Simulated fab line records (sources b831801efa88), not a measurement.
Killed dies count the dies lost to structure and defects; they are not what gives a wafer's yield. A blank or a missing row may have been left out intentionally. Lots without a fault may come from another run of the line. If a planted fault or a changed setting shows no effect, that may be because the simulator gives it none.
Comparing a struck lot with a sound one | flow sfqLine | 14 steps out of a route of 325
Sound: the wafers L442.3, L442.4, L442.6. Struck: wafer L459.6 (L459.2, L459.5, from the same lot, were not struck and are left out); the cause is given at the end.
Each step with rows lists, per side, the tool, then ch with its chambers, then its first start. Under that, the readings that differ: sound wafers | struck wafers | difference of the means | sigmas: that difference in standard deviations of wafers without a fault.
alike: readings whose means differ by less than 2 such deviations, and words and numbers that are the same on both sides. not compared: withheld readings, readings that some wafer has no value for, bounds like >300 that may hide the same value, and numbers for which the record gives no deviation and whose values overlap.
The two part at a step that has a row with sigmas, a row that says differs or no value, or rows on one side only. When numbers do not overlap yet have no deviation, they are printed without sigmas and do not part them. A reading that every wafer of one side lacks parts them only if that side has two wafers or more.

first, 6 steps without rows for these wafers: SFQ_TRILAYER_I3_VIA_LITHO_COAT_090 (resist thk 62 nm); SFQ_TRILAYER_I3_VIA_LITHO_COAT_085 (resist thk 661.6 nm); SFQ_TRILAYER_I3_VIA_LITHO_SOFTBAKE_089; SFQ_TRILAYER_I3_VIA_LITHO_EXPOSE_086 (exposes mask I3, target cd 500 nm); SFQ_TRILAYER_I3_VIA_LITHO_PEB_088 (peb time 60 s); SFQ_TRILAYER_I3_VIA_LITHO_DEVELOP_087 (time 60 s).
SFQ_I3_OVL_MEAS_923:
  sound: overlay-01 at day 48 03:10; struck: overlay-01 at day 60 13:59
reading     | sound    | struck | difference | sigmas
I3_OVL (nm) | -1 -2 -2 | 8      | +10        | +2
SFQ_TRILAYER_I3_VIA_BARC_OPEN_VIA_ETCH_121: etches BARC in O2, target depth 125 nm, time 41.7 s.
  sound on rieDiel-03 ch 1,2, day 48 03:11; struck on rieDiel-02 ch 1, day 60 14:01
  alike: biasW, drypumpMotorCurrentA, oesProductAu
  not compared: rfHoursCounterH
SFQ_TRILAYER_I3_VIA_ETCH_VIA_ETCH_088: etches SiO2 in CHF3, stops on Nb, target depth 260 nm.
  sound on rieDiel-03 ch 1,2, day 48 03:14; struck on rieDiel-02 ch 1, day 60 14:03
  alike: biasW, drypumpMotorCurrentA, oesProductAu
SFQ_TRILAYER_I3_VIA_STRIP_STRIP_089: strips in O2.
  sound on rieMetal-02 ch 0,1, day 48 03:32; struck on rieMetal-03 ch 1, day 60 14:10
reading                  | sound             | struck | difference | sigmas
drypumpMotorCurrentA (A) | 6.0 6.3 6.4       | 4.9    | -1.3       | -3
oesProductAu (a.u.)      | 1.005 1.022 1.003 | 0.981  | -0.029     | -4
  not compared: rfHoursCounterH
then, 2 steps without rows for these wafers: SFQ_TRILAYER_I3_VIA_STRIP_SOLV_CLEAN_090 (cleans in NMP, time 600 s); SFQ_TRILAYER_M4_DEP_PRE_CLEAN_092 (time 22.5 s).
SFQ_TRILAYER_M4_DEP_SPUTTER_091: material Nb, target thk 200 nm, time 133.3 s.
  sound: pvdSputter-06 at day 48 04:10; struck: pvdSputter-06 at day 60 14:58
reading                | sound                   | struck  | difference | sigmas
chamberPressurePa (Pa) | 0.13337 0.13309 0.13327 | 0.10197 | -0.03127   | -99 or more
throttleValvePct (%)   | 28.4 28.8 28.8          | 32.4    | +3.7       | +3
SFQ_M4_RS_MEAS_924: uses a four-point probe to measure.
  sound: filmMetro-04 at day 48 04:17; struck: filmMetro-04 at day 60 15:04
reading           | sound             | struck | difference | sigmas
M4_NB_RS (ohm/sq) | 0.888 0.886 0.889 | 0.873  | -0.015     | -2

WHERE THEY PART
Last at SFQ_M4_RS_MEAS_924 as far as this record goes, first at SFQ_I3_OVL_MEAS_923.

WHY: the cause the simulator had injected
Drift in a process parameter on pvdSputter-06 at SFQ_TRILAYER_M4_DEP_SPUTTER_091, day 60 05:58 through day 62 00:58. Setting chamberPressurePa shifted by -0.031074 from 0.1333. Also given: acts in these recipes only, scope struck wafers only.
